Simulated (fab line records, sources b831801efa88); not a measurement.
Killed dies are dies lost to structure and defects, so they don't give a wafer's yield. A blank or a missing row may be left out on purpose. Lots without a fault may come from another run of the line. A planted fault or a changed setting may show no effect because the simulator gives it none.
Which tool did it? | flow sky130 | 24 lots, 72 wafers sampled, at 4 steps of a route of 708

WHAT THE GAUGES READ, wafer by wafer
SKY_LOCAL_INTERCONNECT_OVL_MEAS_12. Usual: LOCAL_INTERCONNECT_OVL 3 nm, standard deviation 4.9.
lot  | measured     | on         | LOCAL_INTERCONNECT_OVL (nm) | flag
L074 | day 30 06:13 | overlay-01 | 9 2 1                       |
L075 | day 30 17:19 | overlay-01 | 0 9 11                      |
L076 | day 30 21:19 | overlay-02 | -1 -1 2                     |
L077 | day 31 06:47 | overlay-02 | 2 0 3                       |
L078 | day 31 14:46 | overlay-01 | 3 2 4                       |
L079 | day 31 16:34 | overlay-02 | 6 7 8                       |
L080 | day 32 05:55 | overlay-01 | -7 -5 -1                    |
L081 | day 32 19:00 | overlay-01 | 5 8 3                       |
L082 | day 32 22:48 | overlay-02 | -3 1 3                      |
L083 | day 33 16:01 | overlay-01 | 9 6 8                       |
L084 | day 34 00:22 | overlay-01 | 5 5 7                       |
L086 | day 34 06:14 | overlay-02 | 1 5 3                       |
L085 | day 34 07:11 | overlay-02 | 4 4 2                       |
L087 | day 34 15:49 | overlay-01 | -8 -7 -2                    |
L088 | day 34 19:45 | overlay-01 | -1 0 -1                     |
L089 | day 35 12:02 | overlay-02 | 7 -3 -3                     |
L090 | day 35 18:53 | overlay-01 | 7 6 4                       |
L091 | day 36 03:12 | overlay-01 | 7 1 2                       |
L092 | day 36 05:10 | overlay-01 | 7 1 7                       |
L093 | day 36 10:22 | overlay-01 | 0 -5 -9                     |
L094 | day 36 15:14 | overlay-02 | 10 5 9                      |
L095 | day 37 01:19 | overlay-02 | 5 5 1                       |
L096 | day 37 08:00 | overlay-02 | -2 8 -2                     |
L097 | day 37 11:52 | overlay-02 | 4 21 14                     |

SKY_METAL2_CD_MEAS_15: target cd 140 nm. Usual: cd_nm 139.7 nm, standard deviation 1.6.
lot  | measured     | on        | cd_nm (nm)        | flag
L074 | day 34 23:52 | cd_sem-01 | 136.9 138.7 137.6 |
L075 | day 35 09:20 | cd_sem-02 | 140.4 138.4 139.9 |
L076 | day 35 12:16 | cd_sem-01 | 140.7 141.4 140.5 |
L077 | day 35 23:53 | cd_sem-01 | 139.6 139.6 141.0 |
L078 | day 36 07:08 | cd_sem-02 | 138.0 137.4 137.2 |
L079 | day 36 09:08 | cd_sem-02 | 138.5 138.1 138.6 |
L080 | day 36 20:05 | cd_sem-01 | 139.4 138.4 139.7 |
L081 | day 37 10:34 | cd_sem-01 | 139.1 137.2 139.4 |
L082 | day 37 15:05 | cd_sem-02 | 139.9 138.3 139.5 |
L083 | day 38 06:53 | cd_sem-02 | 141.4 142.8 141.8 |
L084 | day 38 15:10 | cd_sem-02 | 142.3 142.8 143.5 |
L086 | day 38 20:25 | cd_sem-01 | 136.7 137.6 137.6 |
L085 | day 38 21:08 | cd_sem-02 | 138.3 137.8 138.1 |
L087 | day 39 04:02 | cd_sem-02 | 137.6 140.4 139.6 |
L088 | day 39 08:56 | cd_sem-02 | 140.8 138.3 139.8 |
L089 | day 39 23:26 | cd_sem-02 | 137.9 137.2 139.4 |
L090 | day 40 05:44 | cd_sem-02 | 138.4 138.2 139.0 |
L091 | day 40 12:20 | cd_sem-01 | 140.4 140.4 140.1 |
L092 | day 40 16:32 | cd_sem-02 | 140.8 139.3 139.6 |
L093 | day 41 01:37 | cd_sem-01 | 139.4 138.0 141.6 |
L094 | day 41 03:14 | cd_sem-01 | 139.5 140.5 140.3 |
L095 | day 41 10:35 | cd_sem-02 | 142.6 142.9 143.1 |
L096 | day 41 15:23 | cd_sem-02 | 141.6 140.4 141.1 |
L097 | day 42 01:34 | cd_sem-01 | 141.7 141.4 141.8 |

SKY_VIA2_THK_MEAS_01. Usual: VIA2_HDPCVD_THK 1187 nm, standard deviation 11.
lot  | measured     | on            | VIA2_HDPCVD_THK (nm) | flag
L074 | day 35 00:56 | film_metro-04 | 1190 1200 1189       |
L075 | day 35 10:24 | film_metro-04 | 1204 1211 1203       |
L076 | day 35 13:20 | film_metro-01 | 1179 1171 1186       |
L077 | day 36 00:57 | film_metro-04 | 1198 1184 1196       |
L078 | day 36 08:14 | film_metro-04 | 1209 1193 1203       |
L079 | day 36 10:13 | film_metro-02 | 1167 1183 1182       |
L080 | day 36 21:13 | film_metro-04 | 1182 1178 1184       |
L081 | day 37 11:37 | film_metro-01 | 1183 1177 1190       |
L082 | day 37 16:08 | film_metro-01 | 1190 1174 1180       |
L083 | day 38 07:55 | film_metro-01 | 1185 1195 1185       |
L084 | day 38 16:18 | film_metro-01 | 1198 1189 1193       |
L086 | day 38 21:29 | film_metro-01 | 1208 1204 1210       |
L085 | day 38 22:18 | film_metro-02 | 1185 1178 1177       |
L087 | day 39 05:10 | film_metro-02 | 1168 1188 1170       |
L088 | day 39 10:10 | film_metro-02 | 1198 1199 1199       |
L089 | day 40 00:31 | film_metro-04 | 1174 1192 1175       |
L090 | day 40 06:48 | film_metro-01 | 1194 1189 1185       |
L091 | day 40 13:22 | film_metro-02 | 1174 1182 1170       |
L092 | day 40 17:36 | film_metro-01 | 1196 1194 1187       |
L093 | day 41 02:40 | film_metro-02 | 1189 1193 1191       |
L094 | day 41 04:18 | film_metro-01 | 1190 1198 1195       |
L095 | day 41 11:39 | film_metro-02 | 1180 1180 1167       |
L096 | day 41 16:27 | film_metro-02 | 1177 1191 1191       |
L097 | day 42 02:38 | film_metro-04 | 1190 1185 1178       |

WHICH TOOL RAN EACH LOT (tool, then ch and the chambers of the sampled wafers, then the start)
lot  | SKY_VIA1_ETCH_14
L074 | rie_diel-03 ch 1,3, day 33 20:36
L075 | rie_diel-03 ch 0,1,2, day 34 06:06
L076 | rie_diel-01 ch 1,2, day 34 08:42
L077 | rie_diel-03 ch 1,2, day 34 20:27
L078 | rie_diel-01 ch 0,3, day 35 03:36
L079 | rie_diel-02 ch 0,2, day 35 05:47
L080 | rie_diel-02 ch 1,2,3, day 35 16:53
L081 | rie_diel-02 ch 1,2, day 36 07:15
L082 | rie_diel-02 ch 0,3, day 36 11:41
L083 | rie_diel-03 ch 0,1,2, day 37 03:21
L084 | rie_diel-02 ch 0,1,2, day 37 12:01
L086 | rie_diel-03 ch 0,1,3, day 37 17:06
L085 | rie_diel-02 ch 1,2,3, day 37 18:33
L087 | rie_diel-03 ch 0,1,3, day 38 01:39
L088 | rie_diel-01 ch 0,2,3, day 38 06:05
L089 | rie_diel-02 ch 2,3, day 38 21:54
L090 | rie_diel-01 ch 0,1,2, day 39 03:39
L091 | rie_diel-02 ch 0,1,2, day 39 11:54
L092 | rie_diel-01 ch 1,3, day 39 15:06
L093 | rie_diel-01 ch 0,1,3, day 39 20:23
L094 | rie_diel-03 ch 1,3, day 39 23:17
L095 | rie_diel-03 ch 1,2,3, day 40 08:24
L096 | rie_diel-01 ch 1,2, day 40 14:07
L097 | rie_diel-01 ch 0,1,2, day 40 23:48
- SKY_VIA1_ETCH_14: etches BARC in N2/H2, stops on SiO2, time 45.9 s, target depth 60 nm.

WHAT THE TOOLS THEMSELVES READ (means of the sampled wafers that have a number; where no wafer has one, the mark that the record gives instead)
SKY_VIA1_ETCH_14. Usual: bias_w 100.0 W, standard deviation 0.3; drypump_motor_current_A 5.8 A, standard deviation 0.44; oes_product_au 0.856 a.u., standard deviation 0.005; throttle_valve_pct 13.225 %, standard deviation 0.009.
lot  | tool        | bias_w (W) | drypump_motor_current_A (A) | oes_product_au (a.u.) | throttle_valve_pct (%) | flag
L074 | rie_diel-03 | 99.9       | 5.5                         | 0.857                 | 13.232                 |
L075 | rie_diel-03 | 100.3      | 5.6                         | 0.862                 | 13.229                 |
L076 | rie_diel-01 | 99.9       | 6.0                         | 0.857                 | 13.230                 |
L077 | rie_diel-03 | 99.6       | 5.3                         | 0.855                 | 13.218                 |
L078 | rie_diel-01 | 100.0      | 5.8                         | 0.851                 | 13.229                 |
L079 | rie_diel-02 | 99.5       | 5.6                         | 0.852                 | 13.230                 |
L080 | rie_diel-02 | 100.1      | 6.0                         | 0.857                 | 13.226                 |
L081 | rie_diel-02 | 100.4      | 5.8                         | 0.857                 | 13.225                 |
L082 | rie_diel-02 | 100.0      | 5.8                         | 0.856                 | 13.223                 |
L083 | rie_diel-03 | 99.9       | 5.5                         | 0.852                 | 13.220                 |
L084 | rie_diel-02 | 100.2      | 5.8                         | 0.854                 | 13.229                 |
L086 | rie_diel-03 | 100.2      | 5.8                         | 0.852                 | 13.221                 |
L085 | rie_diel-02 | 99.8       | 6.0                         | 0.861                 | 13.221                 |
L087 | rie_diel-03 | 100.0      | 5.8                         | 0.852                 | 13.237                 |
L088 | rie_diel-01 | 99.9       | 6.1                         | 0.858                 | 13.225                 |
L089 | rie_diel-02 | 99.8       | 6.0                         | 0.854                 | 13.219                 |
L090 | rie_diel-01 | 100.2      | 6.1                         | 0.853                 | 13.236                 |
L091 | rie_diel-02 | 100.1      | 5.8                         | 0.861                 | 13.221                 |
L092 | rie_diel-01 | 100.0      | 5.6                         | 0.854                 | 13.227                 |
L093 | rie_diel-01 | 100.1      | 5.8                         | 0.855                 | 13.230                 |
L094 | rie_diel-03 | 99.8       | 5.5                         | 0.851                 | 13.233                 |
L095 | rie_diel-03 | 100.2      | 5.6                         | 0.851                 | 13.225                 |
L096 | rie_diel-01 | 99.8       | 5.8                         | 0.862                 | 13.222                 |
L097 | rie_diel-01 | 100.0      | 6.1                         | 0.854                 | 13.227                 |

THE ANSWER, worked out from the rows above alone
Rule: a lot is off if the mean of its wafers that have a number lies more than 3 standard deviations from the usual mean. A lot without any number at a reading at which 4 lots or more have one is off too. The other lots that the step has rows for count as sound. The gauges are gone through in route order, then the tools' own readings, and for those a lot's mean is taken as printed above. The first step at which some lot is off is used, and at that step the reading that is off furthest; a lot without a number counts as furthest.
No lot is off at any reading shown: from this, nothing can be told.

WHAT THE SIMULATOR HAD PUT IN
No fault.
